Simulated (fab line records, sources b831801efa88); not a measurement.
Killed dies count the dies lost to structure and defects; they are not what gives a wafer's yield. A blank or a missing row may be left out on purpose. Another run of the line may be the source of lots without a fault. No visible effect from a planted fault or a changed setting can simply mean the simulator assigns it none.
Chamber matching	flow gf180mcu	GF_V3_CMP_04 on cmp-01: 4 sister chambers
The step polishes SiO2. 8 wafers are shown with their chamber, then 7 later ones without.

## WAFERS, EACH WITH ITS CHAMBER
wafer	chamber	motor current A (A)	time to endpoint s (s)
L606.1	2	12.0	76
L607.2	0	13.1	74
L608.4	0	13.3	74
L608.6	3	10.6	85
L612.5	1	10.3	83
L612.6	2	12.9	81
L614.1	1	10.3	78
L614.3	3	10.3	77

## WAFERS WITHOUT THEIR CHAMBER
wafer	motor current A (A)	time to endpoint s (s)
L614.4	13.3	75
L624.1	10.5	76
L624.3	11.0	82
L624.5	12.6	83
L627.1	12.0	81
L627.2	10.8	87
L627.6	13.0	88

## THE CHAMBER EACH PASSED THROUGH
wafer	from the rows above	in truth
L614.4	0	0
L624.1	can't be placed: 1 or 3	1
L624.3	can't be placed: 3 or 1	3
L624.5	can't be placed: 2 or 0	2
L627.1	2	2
L627.2	can't be placed: 3 or 1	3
L627.6	can't be placed: 2 or 0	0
2 of 7 placed correctly. From these rows, 5 cannot be placed; in 5 the true chamber is one of the candidates. 0 placed wrongly.
How it was worked out, from the rows above alone: a wafer's distance from a chamber is the root of the sum, over the readings, of the square of ((its reading less the chamber's mean) divided by the reading's scatter). If the next closest chamber is less than 2 further off than the closest, the wafer can't be placed; otherwise it belongs to the closest. For every chamber, the mean is computed from those of its wafers that are shown. The scatter: take each reading less its chamber's mean, square it, sum over the shown wafers, divide by the number of wafers less the number of chambers, and take the root.
